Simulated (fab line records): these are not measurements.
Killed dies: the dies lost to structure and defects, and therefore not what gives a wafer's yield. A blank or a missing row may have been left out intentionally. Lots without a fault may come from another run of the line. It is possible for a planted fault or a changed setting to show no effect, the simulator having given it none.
fab line records | flow sky130
[record] lots = 10 wafers = 30 last-day = 50
route steps=708 shown LOCAL_INTERCONNECT@387 METAL1@436 PAD_OPEN@708
lots that met no fault: taken from a fault-free run of the same line
start-h: start of the lot's first displayed wafer, in hours after the record's first day | wait-h: time in hours since the lot's previous step | " identical to the entry in the row above | L1.1+2: a single row standing in for several wafers | - value missing, or start not given | * or withheld: withheld | < > ~ a bound
route shown NAME@n: NAME is a module with steps in the file, n the number in the route of the first one | usual: mean/standard deviation of fault-free wafers | same: alike in all rows | chamber/n: place in a boat | sites: readings site by site | _std_site: the values' standard deviation | _edge_site: outer sites' mean less inner sites' | radius-mm: how far each site lies from the wafer's centre | mask NAME#n: copy n | behind: the last tool/chamber to shape the wafer | hold: why the lot was held/for how many hours/how that ended | device: names the non-switching transistor (n, p or np) | end of line: the same wafers' tests at the end of the route | step lacking rows: just its recipe | killed: dies lost to structure and defects at the first sort, not the wafer's yield | map: a wafer's dies, marking killed ones x, the rest . and places with no die _
set.NAME: the setting that was run; set.NAME@STEP: the one run at that earlier step | model.NAME: the simulator's own value behind a step, which no gauge read
the route's steps for a sample of lots (tables are steps, rows are wafers)
services: from which hour (start-h, from the record's first day; less than 0 if before it) a tool's chamber was out of use, for how many hours, and why
[[steps]]
[step SKY_LOCAL_INTERCONNECT_SPUTTER_00]
[recipe] material = TiN target-thk-nm = 100 temp-c = 300 power-w = 6500 time-s = 83.3 chamber-pressure-pa = 0.4
[usual] throttle-valve-pct = 29.7/1.1
// columns lot.wafer tool chamber start-h wait-h throttle-valve-pct
L831.1 pvd-sputter-02 - 685.52 0.2 27.8
L831.4 " - " " 29.7
L831.6 " - " " 27.7
L832.4 pvd-sputter-04 - 691.67 0.2 28.0
L832.5 " - " " 30.2
L832.6 " - " " 29.8
L835.2 pvd-sputter-04 - 722.02 0.2 29.9
L835.5 " - " " 28.1
L835.6 " - " " 29.8
L836.4 pvd-sputter-03 - 728.61 0.2 28.9
L836.5 " - " " 29.4
L836.6 " - " " 30.6
L839.1 pvd-sputter-02 - 762.32 0.2 30.6
L839.2 " - " " 32.2
L839.4 " - " " 30.0
L840.2 pvd-sputter-04 - 762.64 0.1 30.0
L840.3 " - " " 27.7
L840.6 " - " " 29.8
L847.2 pvd-sputter-03 - 820.69 0.2 29.9
L847.4 " - " " 29.3
L847.6 " - " " 29.5
L849.2 pvd-sputter-03 - 826.64 0.1 31.0
L849.4 " - " " 29.8
L849.5 " - " " 29.1
L850.1 pvd-sputter-02 - 834.00 0.1 31.9
L850.4 " - " " 30.3
L850.5 " - " " 30.0
L854.2 pvd-sputter-02 - 858.57 0.2 29.8
L854.4 " - " " 30.2
L854.5 " - " " 30.3
[step SKY_LOCAL_INTERCONNECT_RS_MEAS_01]
[recipe] thk-meas-gauge = four-point-probe reads = TiN_of_LOCAL_INTERCONNECT_SPUTTER_00
[usual] LOCAL_INTERCONNECT_TIN_RS = 14.08/0.15
// columns lot.wafer tool chamber start-h wait-h LOCAL_INTERCONNECT_TIN_RS[ohm/sq]
L831.1 film-metro-01 - 685.58 0.0 14.13
L831.4 " - " " 14.18
L831.6 " - " " 13.96
L832.4 film-metro-04 - 691.81 0.1 14.14
L832.5 " - " " 14.19
L832.6 " - " " 14.38
L835.2 film-metro-01 - 722.10 0.1 13.84
L835.5 " - " " 13.92
L835.6 " - " " 14.01
L836.4 film-metro-04 - 728.73 0.1 13.93
L836.5 " - " " 14.12
L836.6 " - " " 13.87
L839.1 film-metro-02 - 762.38 0.0 13.79
L839.2 " - " " 13.76
L839.4 " - " " 14.04
L840.2 film-metro-04 - 762.72 0.1 13.90
L840.3 " - " " 14.11
L840.6 " - " " 14.11
L847.2 film-metro-02 - 820.77 0.1 14.21
L847.4 " - " " 14.05
L847.6 " - " " 14.26
L849.2 film-metro-04 - 826.72 0.1 14.13
L849.4 " - " " 14.28
L849.5 " - " " 14.07
L850.1 film-metro-01 - 834.07 0.0 13.79
L850.4 " - " " 13.94
L850.5 " - " " 14.09
L854.2 film-metro-04 - 858.65 0.1 14.11
L854.4 " - " " 14.12
L854.5 " - " " 14.02
[step SKY_METAL1_SPUTTER_02]
[recipe] material = AlCu target-thk-nm = 250 power-w = 10600 time-s = 13.3 chamber-pressure-pa = 0.4
[usual] throttle-valve-pct = 29.5/0.92
// columns lot.wafer tool chamber start-h wait-h throttle-valve-pct
L831.1 pvd-sputter-03 - 745.02 0.0 30.7
L831.4 " - " " 29.2
L831.6 " - " " 30.9
L832.4 pvd-sputter-01 - 750.37 0.0 29.9
L832.5 " - " " 27.8
L832.6 " - " " 29.4
L836.4 pvd-sputter-03 - 786.74 0.0 31.1
L836.5 " - " " 29.5
L836.6 " - " " 31.0
L835.2 pvd-sputter-03 - 788.05 0.0 30.7
L835.5 " - " " 28.9
L835.6 " - " " 29.6
L839.1 pvd-sputter-04 - 819.05 0.0 29.6
L839.2 " - " " 28.0
L839.4 " - " " 30.1
L840.2 pvd-sputter-01 - 819.69 0.0 29.0
L840.3 " - " " 29.1
L840.6 " - " " 29.2
L847.2 pvd-sputter-01 - 876.86 0.0 30.0
L847.4 " - " " 29.5
L847.6 " - " " 30.0
L849.2 pvd-sputter-01 - 881.39 0.0 29.3
L849.4 " - " " 29.3
L849.5 " - " " 30.1
L850.1 pvd-sputter-04 - 889.37 0.0 28.2
L850.4 " - " " 29.3
L850.5 " - " " 30.0
L854.2 pvd-sputter-01 - 915.66 0.0 29.3
L854.4 " - " " 29.7
L854.5 " - " " 29.5
[step SKY_METAL1_SPUTTER_04]
[recipe] material = TiN target-thk-nm = 70 power-w = 6500 time-s = 58.3 chamber-pressure-pa = 0.4
[usual] throttle-valve-pct = 29.5/0.93
// columns lot.wafer tool chamber start-h wait-h throttle-valve-pct
L831.1 pvd-sputter-03 - 745.06 0.0 30.6
L831.4 " - " " 29.1
L831.6 " - " " 30.9
L832.4 pvd-sputter-01 - 750.42 0.0 30.3
L832.5 " - " " 27.8
L832.6 " - " " 29.2
L836.4 pvd-sputter-03 - 786.78 0.0 30.9
L836.5 " - " " 29.6
L836.6 " - " " 30.8
L835.2 pvd-sputter-03 - 788.09 0.0 30.7
L835.5 " - " " 29.5
L835.6 " - " " 29.7
L839.1 pvd-sputter-04 - 819.09 0.0 29.6
L839.2 " - " " 28.2
L839.4 " - " " 30.2
L840.2 pvd-sputter-01 - 819.73 0.0 29.4
L840.3 " - " " 29.3
L840.6 " - " " 29.4
L847.2 pvd-sputter-01 - 876.90 0.0 30.0
L847.4 " - " " 29.3
L847.6 " - " " 30.2
L849.2 pvd-sputter-01 - 881.44 0.0 29.4
L849.4 " - " " 29.4
L849.5 " - " " 29.8
L850.1 pvd-sputter-04 - 889.41 0.0 28.1
L850.4 " - " " 29.5
L850.5 " - " " 29.9
L854.2 pvd-sputter-01 - 915.70 0.0 29.4
L854.4 " - " " 29.3
L854.5 " - " " 29.4
[step SKY_METAL1_RS_MEAS_05]
[recipe] thk-meas-gauge = four-point-probe reads = TiN_of_METAL1_SPUTTER_04+Ti_of_METAL1_SPUTTER_03+AlCu_of_METAL1_SPUTTER_02+TiN_of_METAL1_SPUTTER_01+Ti_of_METAL1_SPUTTER_00
[usual] METAL1_ALCU_RS = 0.1268/0.0013
// columns lot.wafer tool chamber start-h wait-h METAL1_ALCU_RS[ohm/sq]
L831.1 film-metro-04 - 745.11 0.0 0.1277
L831.4 " - " " 0.1289
L831.6 " - " " 0.1283
L832.4 film-metro-03 - 750.53 0.1 0.1257
L832.5 " - " " 0.1260
L832.6 " - " " 0.1257
L836.4 film-metro-02 - 786.89 0.1 0.1257
L836.5 " - " " 0.1245
L836.6 " - " " 0.1275
L835.2 film-metro-02 - 788.16 0.0 0.1265
L835.5 " - " " 0.1272
L835.6 " - " " 0.1252
L839.1 film-metro-03 - 819.14 0.0 0.1289
L839.2 " - " " 0.1264
L839.4 " - " " 0.1277
L840.2 film-metro-03 - 819.80 0.0 0.1281
L840.3 " - " " 0.1269
L840.6 " - " " 0.1271
L847.2 film-metro-02 - 876.97 0.0 0.1253
L847.4 " - " " 0.1263
L847.6 " - " " 0.1260
L849.2 film-metro-03 - 881.51 0.0 0.2166
L849.4 " - " " 0.2177
L849.5 " - " " 0.2169
L850.1 film-metro-04 - 889.46 0.0 0.1282
L850.4 " - " " 0.1267
L850.5 " - " " 0.1271
L854.2 film-metro-04 - 915.77 0.0 0.2215
L854.4 " - " " 0.2195
L854.5 " - " " 0.2218
[step SKY_METAL1_THK_MEAS_06]
[recipe] thk-meas-gauge = xrf reads = AlCu_of_METAL1_SPUTTER_02
[usual] METAL1_ALCU_THK = 252.8/2.5
// columns lot.wafer tool chamber start-h wait-h METAL1_ALCU_THK[nm]
L831.1 film-metro-04 - 745.23 0.1 250.0
L831.4 " - " " 248.3
L831.6 " - " " 247.8
L832.4 film-metro-03 - 750.62 0.1 256.8
L832.5 " - " " 252.2
L832.6 " - " " 252.8
L836.4 film-metro-02 - 786.98 0.1 254.4
L836.5 " - " " 256.4
L836.6 " - " " 250.8
L835.2 film-metro-02 - 788.27 0.1 253.4
L835.5 " - " " 250.5
L835.6 " - " " 253.9
L839.1 film-metro-03 - 819.26 0.1 252.1
L839.2 " - " " 255.1
L839.4 " - " " 252.6
L840.2 film-metro-03 - 819.91 0.1 250.4
L840.3 " - " " 252.2
L840.6 " - " " 253.4
L847.2 film-metro-02 - 877.08 0.1 256.9
L847.4 " - " " 254.3
L847.6 " - " " 253.8
L849.2 film-metro-03 - 881.62 0.1 151.9
L849.4 " - " " 150.9
L849.5 " - " " 151.1
L850.1 film-metro-04 - 889.58 0.1 251.4
L850.4 " - " " 255.1
L850.5 " - " " 255.0
L854.2 film-metro-04 - 915.88 0.1 149.5
L854.4 " - " " 150.4
L854.5 " - " " 148.6
[step SKY_METAL1_METAL_ETCH_19]
[recipe] target-depth-a = 3600 stop-on = SiO2 over-etch-frac = 0.3 time-s = 78 chemistry = Cl2/BCl3 resist-sidewall-deg = 88 pressure-mtorr = 10 icp-w = 900 bias-w = 48.5 Cl2_flow_sccm = 60 bcl3-flow-sccm = 30
[usual] chamber-pressure-mTorr = 10.000/0.0099 drypump-motor-current-A = 5.93/0.29 oes-product-au = 0.854/0.0057 throttle-valve-pct = 22.265/0.0092
// columns lot.wafer tool chamber start-h wait-h chamber-pressure-mTorr drypump-motor-current-A oes-product-au rf-hours-counter-h throttle-valve-pct
L831.1 rie-metal-01 1 772.20 0.0 10.014 5.64 0.852 11 22.256
L831.4 " 1 " " 10.013 5.67 0.847 - 22.273
L831.6 " 1 " " 9.995 5.60 0.861 - 22.266
L832.4 rie-metal-02 1 778.28 0.1 9.989 6.36 0.855 - 22.278
L832.5 " 0 " " 9.996 5.64 0.858 - 22.266
L832.6 " 1 " " 9.999 6.38 0.857 - 22.278
L836.4 rie-metal-01 0 814.31 0.1 10.012 5.82 0.858 - 22.288
L836.5 " 1 " " 10.002 5.69 0.862 - 22.270
L836.6 " 0 " " 10.003 5.82 0.852 - 22.248
L835.2 rie-metal-02 0 816.05 0.1 9.993 5.65 0.852 - 22.274
L835.5 " 0 " " 9.995 5.70 0.850 - 22.275
L835.6 " 0 " " 9.981 5.66 0.860 - 22.258
L839.1 rie-metal-01 0 845.70 0.0 9.992 5.82 0.852 18 22.276
L839.2 " 1 " " 10.025 5.65 0.848 1 22.265
L839.4 " 1 " " 10.003 5.71 0.860 - 22.276
L840.2 rie-metal-04 1 846.05 0.0 10.011 6.32 0.844 8 22.263
L840.3 " 1 " " 9.999 6.30 0.861 - 22.262
L840.6 " 1 " " 9.997 6.32 0.855 - 22.251
L847.2 rie-metal-02 0 903.20 0.0 10.013 5.64 0.860 6 22.261
L847.4 " 1 " " 9.984 6.38 0.848 - 22.272
L847.6 " 1 " " 10.007 6.38 0.850 - 22.267
L849.2 rie-metal-04 1 907.73 0.0 10.000 6.33 0.755 11 22.277
L849.4 " 0 " " 9.992 5.82 0.749 - 22.263
L849.5 " 0 " " 10.013 5.84 0.753 - 22.263
L850.1 rie-metal-04 1 915.00 0.0 10.015 6.28 0.850 11 22.268
L850.4 " 1 " " 9.994 6.32 0.856 - 22.265
L850.5 " 1 " " 10.016 6.31 0.853 - 22.252
L854.2 rie-metal-01 0 940.75 0.0 10.012 5.78 0.743 3 22.268
L854.4 " 1 " " 9.992 5.65 0.752 - 22.274
L854.5 " 0 " " 9.990 5.77 0.737 - 22.258
[step SKY_PAD_OPEN_PROBE_99]
[usual] defect-limited-yield = 82.9/1.9 killed_at_M0_to_M3 = 42/6.3 killed_at_M4_up = 2.8/1.9 killed-at-contacts = 23/5.3 killed-at-front-end = 16/4.3 killed-at-other = 0.2/0.51 killed-dies = 84/9.3 killed-open = 46/7.6 killed-short = 38/6.3 sort_bin_3_pad_short = 0.8/0.41 sort_bin_5_function = 10.0/1.4 sort_bin_6_memory = 6.2/1.1 sort-n-pass = 408/9.3 sort-yield-pct = 82.9/1.9
[same] gross-dies = 492 killed-at-back-side = 0 sort_bin_4_leakage[%] = 0 sort_bin_8_speed[%] = 0
// columns lot.wafer tool chamber start-h wait-h defect-limited-yield[%] killed_at_M0_to_M3 killed_at_M4_up killed-at-contacts killed-at-front-end killed-at-other killed-dies killed-open killed-short sort_bin_3_pad_short[%] sort_bin_5_function[%] sort_bin_6_memory[%] sort-n-pass sort-yield-pct[%]
L847.2 prober-02 - 1178.00 0.1 84.1 35 2 25 16 0 78 32 46 1.4 7.1 7.3 414 84.1
L847.4 prober-02 - 1178.10 0.2 80.7 47 1 27 20 0 95 47 48 1.4 11.8 6.1 397 80.7
L847.6 prober-02 - 1178.20 0.2 76.4 51 3 42 20 0 116 69 47 0.8 13.6 9.1 376 76.4
// killed by level:class
L847.2 CONTACT:geometric-particle:short=9 METAL2:geometric-particle:short=8 FIELD_ISO:geometric-particle:short=7 METAL1:geometric-particle:short=7 CONTACT:geometric-particle:open=6 VIA1:geometric-particle:open=5 VIA3:geometric-particle:open=4 LI_CONTACT:geometric-particle:open=4
L847.4 VIA2:geometric-particle:open=11 CONTACT:geometric-particle:open=9 METAL2:geometric-particle:short=8 LI_CONTACT:geometric-particle:open=7 FIELD_ISO:geometric-particle:short=6 METAL1:geometric-particle:short=6 VIA1:geometric-particle:open=6 POLY_GATE:geometric-particle:short=5
L847.6 CONTACT:geometric-particle:open=16 METAL1:geometric-particle:short=10 VIA1:geometric-particle:open=9 VIA2:geometric-particle:open=8 LI_CONTACT:geometric-particle:short=7 LOCAL_INTERCONNECT:geometric-particle:short=7 LI_CONTACT:geometric-particle:open=6 VIA3:geometric-particle:open=6
[[services]]
// columns tool chamber start-h hours kind
rie-metal-01 1 668.92 29.8 repair
pvd-sputter-04 2 672.26 - consumable-replace:kit
rie-metal-01 0 672.63 3.1 repair
pvd-sputter-02 - 678.11 7.0 repair
rie-metal-02 - 680.91 1.2 repair
pvd-sputter-03 - 692.52 4.3 repair
pvd-sputter-01 - 702.30 3.5 repair
rie-metal-04 0 714.98 18.0 repair
pvd-sputter-01 - 726.56 2.3 repair
pvd-sputter-01 - 731.12 1.8 repair
rie-metal-01 - 759.69 1.4 pm
pvd-sputter-04 - 763.74 1.4 repair
pvd-sputter-03 - 764.84 11.0 repair
pvd-sputter-01 - 764.88 0.6 repair
pvd-sputter-04 - 792.07 0.6 repair
rie-metal-04 0 800.38 23.9 repair
rie-metal-01 - 836.05 1.3 repair
pvd-sputter-03 1 859.64 - consumable-replace:kit
pvd-sputter-03 1 859.64 18.0 scheduled-down
pvd-sputter-03 1 859.64 18.0 vent-cycle
rie-metal-04 - 865.16 1.4 pm
rie-metal-02 0 880.09 9.9 repair
rie-metal-04 - 897.11 2.8 pm
rie-metal-04 1 936.01 13.9 repair
[[key]]
[first-sign] step = SKY_METAL1_RS_MEAS_05 reading = METAL1_ALCU_RS direction = up sigmas = 72 usual = 0.1268 struck = 0.2190
[effect] step = SKY_METAL1_THK_MEAS_06 reading = METAL1_ALCU_THK direction = down sigmas = 41 usual = 252.8 struck = 150.4
[effect] step = SKY_METAL1_METAL_ETCH_19 reading = oes-product-au direction = down sigmas = 19 usual = 0.854 struck = 0.748
met-at SKY_METAL1_SPUTTER_02
struck-lots L849,L854
not-acting-at SKY_LOCAL_INTERCONNECT_SPUTTER_00,SKY_LOCAL_INTERCONNECT_RS_MEAS_01,SKY_METAL1_SPUTTER_04
onset-between 876.86 881.39
[fault] kind = process-parameter-drift tool = pvd-sputter-01 chamber = - onset-h = 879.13 steps = SKY_METAL1_SPUTTER_02 channel = target-thk-nm offset = -104.08 shape = step end-h = 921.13 acts-in = these-recipes-only stated = 250
